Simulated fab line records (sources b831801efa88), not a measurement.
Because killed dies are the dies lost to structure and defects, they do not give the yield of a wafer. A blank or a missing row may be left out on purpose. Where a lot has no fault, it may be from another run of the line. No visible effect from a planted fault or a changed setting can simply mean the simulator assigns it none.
Split-lot experiment | flow sky130 | on a route of 708 steps: 5 lots, 23 wafers read

== ABOUT THE SPLIT ==
At SKY_VIA4_CMP_02 (polishes SiO2), the setting leave_above_ref_nm was moved away from the recipe's 580 nm on 9 of the 23 wafers read, by -6.0% to +6.6%. For the rest of the wafers, this setting stayed at what the recipe calls for.

The reading comes from the split's own step.

== THE READING ==
SiO2_of_VIA4_HDPCVD_00.thk_nm (the simulator's own value, which no gauge read), in nm, at SKY_VIA4_CMP_02 (polishes SiO2). The file gives no usual value for it. Across the 14 wafers here that went through the recipe, the average is 580.8 nm and the standard deviation 0.98 nm.

wafer  | tool, chamber at the split | leave_above_ref_nm as run, nm | against the recipe | SiO2_of_VIA4_HDPCVD_00.thk_nm, nm | against lot-mates on the recipe
L078.4 | cmp-01, 2                  | 580                           | recipe             | 581.5                             | -
L078.3 | cmp-01, 3                  | 560                           | -3.4%              | 561.9                             | -19.7
L078.1 | cmp-01, 0                  | 580                           | recipe             | 581.4                             | -
L078.6 | cmp-01, 2                  | 560                           | -3.4%              | 560.6                             | -21.0
L078.5 | cmp-01, 3                  | 580                           | recipe             | 581.8                             | -
L076.1 | cmp-01, 1                  | 545.4                         | -6.0%              | 544.4                             | -35.2
L076.3 | cmp-01, 3                  | 580                           | recipe             | 580.1                             | -
L076.2 | cmp-01, 0                  | 580                           | recipe             | 579.6                             | -
L076.6 | cmp-01, 1                  | 580                           | recipe             | 579.2                             | -
L076.5 | cmp-01, 2                  | 545.4                         | -6.0%              | 545.4                             | -34.2
L083.4 | cmp-01, 2                  | 618.5                         | +6.6%              | 619.4                             | +38.6
L083.3 | cmp-01, 3                  | 618.5                         | +6.6%              | 620.7                             | +39.9
L083.2 | cmp-01, 0                  | 580                           | recipe             | 580.4                             | -
L083.1 | cmp-01, 1                  | 580                           | recipe             | 581.3                             | -
L083.5 | cmp-01, 3                  | 618.5                         | +6.6%              | 619.9                             | +39.1
L081.4 | cmp-02, 3                  | 580                           | recipe             | 581.5                             | -
L081.6 | cmp-02, 1                  | 580                           | recipe             | 578.7                             | -
L081.5 | cmp-02, 2                  | 580                           | recipe             | 580.7                             | -
L084.2 | cmp-01, 0                  | 613.4                         | +5.8%              | 614.6                             | +33.2
L084.1 | cmp-01, 1                  | 580                           | recipe             | 580.8                             | -
L084.4 | cmp-01, 2                  | 580                           | recipe             | 581.9                             | -
L084.3 | cmp-01, 3                  | 580                           | recipe             | 581.6                             | -
L084.5 | cmp-01, 0                  | 613.4                         | +5.8%              | 613.6                             | +32.2

FIT RESULTS
A straight line over all 23 wafers: SiO2_of_VIA4_HDPCVD_00.thk_nm changes by +5.89 nm for each +1% of leave_above_ref_nm; r = +1.00; the points scatter about the line by 0.96 nm.
The same after taking each lot's own level away (the mean of its wafers on the recipe; 23 wafers): +5.83 nm for each +1%; r = +1.00; scatter 0.71 nm.
Per that fit: largest leave_above_ref_nm move, reading shift of 39 nm.
The span of the lots' own levels, 579.63 to 581.57 nm, comes to 2.0 times the standard deviation stated above.
The two slopes are in agreement: the lot-to-lot level therefore moves the slope only a little.
Check: +38.7 nm against its lot-mates is what the line predicts for one of the wafers moved furthest among these (+6.6%) when that wafer is left out of the fit. It came out at +38.6 nm against them.

== OTHER SPLITS APPLIED TO THESE WAFERS ==
Before the reading, these wafers also passed through other splits. Each is held against what the fit with the lots' levels taken away leaves over:
other split on the same wafers     | wafers away from the commonest value | r with SiO2_of_VIA4_HDPCVD_00.thk_nm (lot level and that fit taken away)
SKY_METAL3_SPUTTER_00 time_s       | 11                                   | -0.23
SKY_CAPM_SPUTTER_02 power_w        | 6                                    | +0.07
SKY_VIA3_CMP_02 leave_above_ref_nm | 8                                    | +0.09
SKY_METAL4_SPUTTER_02 time_s       | 8                                    | +0.13
SKY_METAL4_SPUTTER_04 power_w      | 8                                    | +0.02
SKY_CAP2M_COAT_07 resist_thk_nm    | 9                                    | -0.01
SKY_CAP2M_METAL_ETCH_13 time_s     | 7                                    | +0.15

== THE FILE'S OWN FIT ==
SiO2_of_VIA4_HDPCVD_00.thk_nm changes by +5.82 nm for each +1% of leave_above_ref_nm, r = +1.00.
